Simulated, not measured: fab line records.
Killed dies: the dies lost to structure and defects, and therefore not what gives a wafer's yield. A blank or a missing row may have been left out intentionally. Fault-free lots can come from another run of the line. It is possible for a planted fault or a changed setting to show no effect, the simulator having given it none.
The tool behind it: which one? + flow gf180mcu + 7 lots, 21 wafers sampled, at 3 steps of a route of 602

## WHAT EACH GAUGE READ, for each wafer
GF_V1_RS_MEAS_24: uses a four-point probe to measure.
| lot  | measured     | on            | V1_W_RS (ohm/sq)     |
|------|--------------|---------------|----------------------|
| L454 | day 19 04:24 | film-metro-04 | 0.331 0.326 0.329    |
| L458 | day 20 12:16 | film-metro-03 | 0.332 0.334 0.332    |
| L461 | day 21 17:25 | film-metro-04 | 0.327 0.325 0.327    |
| L463 | day 22 10:02 | film-metro-03 | 0.331 0.332 0.330    |
| L465 | day 22 23:33 | film-metro-03 | 44.450 44.463 44.009 |
| L471 | day 24 20:28 | film-metro-03 | 0.326 0.329 0.329    |
| L475 | day 26 08:26 | film-metro-03 | 0.326 0.327 0.327    |

## WHAT TOOL EACH LOT RAN ON (gives the tool, then ch and the chambers of the sampled wafers, and finally the start)
| lot  | GF_CONTACT_CVD_24             | GF_V1_CVD_23                  |
|------|-------------------------------|-------------------------------|
| L454 | cvd-w-01 ch 0,1, day 17 02:23 | cvd-w-02 ch 0,1, day 19 04:16 |
| L458 | cvd-w-01 ch 0,1, day 18 08:11 | cvd-w-01 ch 0,1, day 20 12:08 |
| L461 | cvd-w-01 ch 1, day 19 13:40   | cvd-w-02 ch 1, day 21 17:19   |
| L463 | cvd-w-02 ch 0,1, day 20 05:59 | cvd-w-02 ch 0,1, day 22 09:56 |
| L465 | cvd-w-02 ch 0,1, day 20 20:44 | cvd-w-02 ch 0,1, day 22 23:26 |
| L471 | cvd-w-02 ch 0,1, day 22 19:16 | cvd-w-02 ch 0,1, day 24 20:20 |
| L475 | cvd-w-02 ch 0,1, day 24 09:53 | cvd-w-02 ch 0,1, day 26 08:20 |
- GF_CONTACT_CVD_24: deposits W, target thk 300 nm, time 90.339 s.
- GF_V1_CVD_23: deposits W, target thk 350 nm, time 105.05 s.

## THE ANSWER, worked out from the rows above alone
Rule: what is usual is taken from the lots themselves. Put in order of their means at a reading, lots are off if they are a third of the lots or fewer, leave a main group of 4 or more, and stand apart from it by a gap of 3 or more times the standard deviation of the main group's means; of several such gaps the widest counts. If all means in a main group match to the digits the tables above print for the reading, that group is not used. Also off: a lot with no number at a reading for which 4 or more lots have one. Where the step has rows for the other lots, those lots are counted as sound.
Off: L465, at GF_V1_RS_MEAS_24 (V1_W_RS). For the main group the mean is 0.329 ohm/sq and the standard deviation 0.0023.
If a tool, at a process step before that reading, ran all the lots that are off and no sound lot after the first of them, it fits. The gauges at GF_V1_RS_MEAS_24 are tried like those tools. Not one of the candidates tried fits.

## WHAT THE SIMULATOR PUT IN
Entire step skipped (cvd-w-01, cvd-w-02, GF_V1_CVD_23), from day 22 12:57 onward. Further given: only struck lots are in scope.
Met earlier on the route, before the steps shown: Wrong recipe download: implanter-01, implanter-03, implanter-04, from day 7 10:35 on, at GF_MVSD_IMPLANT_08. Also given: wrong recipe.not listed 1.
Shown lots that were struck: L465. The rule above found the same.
